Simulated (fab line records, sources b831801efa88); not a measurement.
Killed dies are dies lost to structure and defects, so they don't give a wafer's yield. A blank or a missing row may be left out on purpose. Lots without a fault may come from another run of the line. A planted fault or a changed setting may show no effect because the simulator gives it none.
Chamber matching | flow sky130 | SKY_VIA4_CMP_02 on cmp-02: 4 sister chambers
The step polishes SiO2. 30 wafers are shown with their chamber, then 12 later ones without.

WAFERS WITH THEIR CHAMBER
wafer  | chamber | motor_current_A (A)
L074.2 | 1       | 12.0
L074.4 | 3       | 12.1
L074.5 | 1       | 12.2
L075.2 | 0       | 12.0
L075.5 | 3       | 12.5
L075.6 | 2       | 13.4
L077.2 | 1       | 11.5
L077.3 | 0       | 11.9
L077.5 | 3       | 11.9
L080.1 | 1       | 11.8
L080.2 | 3       | 12.0
L080.5 | 3       | 12.6
L081.1 | 3       | 12.5
L081.2 | 1       | 12.1
L081.6 | 1       | 12.9
L082.1 | 0       | 12.1
L082.4 | 2       | 13.9
L082.6 | 0       | 12.3
L083.4 | 2       | 13.1
L083.5 | 1       | 11.4
L083.6 | 0       | 11.9
L085.1 | 0       | 12.4
L085.2 | 3       | 12.2
L085.6 | 2       | 13.1
L088.1 | 3       | 11.9
L088.5 | 1       | 12.4
L088.6 | 2       | 13.1
L089.1 | 2       | 13.4
L089.2 | 3       | 12.9
L089.6 | 1       | 12.0

SIGNATURES (means of the wafers above)
reading         | chamber 0 | chamber 1 | chamber 2 | chamber 3 | scatter within a chamber
motor_current_A | 12.100    | 12.033    | 13.333    | 12.289    | 0.36
Rule: a wafer's distance from a chamber is the root of the sum, over the readings, of the square of ((its reading less the chamber's mean) divided by the reading's scatter). The wafer belongs to the nearest chamber; if the next one is less than 2 further off, it can't be placed. The scatter: the root of (the sum of the squares of (reading less its chamber's mean) over the shown wafers, divided by (wafers less chambers)).

WAFERS WITHOUT THEIR CHAMBER
wafer  | motor_current_A (A)
L091.1 | 12.3
L091.3 | 12.2
L091.4 | 13.7
L090.1 | 13.2
L090.4 | 11.9
L090.6 | 12.1
L094.1 | 12.1
L094.5 | 12.2
L094.6 | 12.4
L095.3 | 11.4
L095.4 | 13.0
L095.5 | 11.9

WHICH CHAMBER EACH WENT THROUGH
wafer  | from the rows above               | in truth
L091.1 | can't be placed: 3 or 0 or 1      | 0
L091.3 | can't be placed: 3 or 0 or 1      | 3
L091.4 | 2                                 | 2
L090.1 | 2                                 | 2
L090.4 | can't be placed: 1 or 0 or 3      | 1
L090.6 | can't be placed: 0 or 1 or 3      | 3
L094.1 | can't be placed: 0 or 1 or 3      | 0
L094.5 | can't be placed: 3 or 0 or 1      | 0
L094.6 | can't be placed: 3 or 0 or 1      | 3
L095.3 | can't be placed: 1 or 0 or 3      | 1
L095.4 | can't be placed: 2 or 3 or 0 or 1 | 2
L095.5 | can't be placed: 1 or 0 or 3      | 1
Placed correctly: 2 of 12. Can't be placed from these rows: 10 (the true chamber is among the candidates in 10). Placed wrongly: 0.
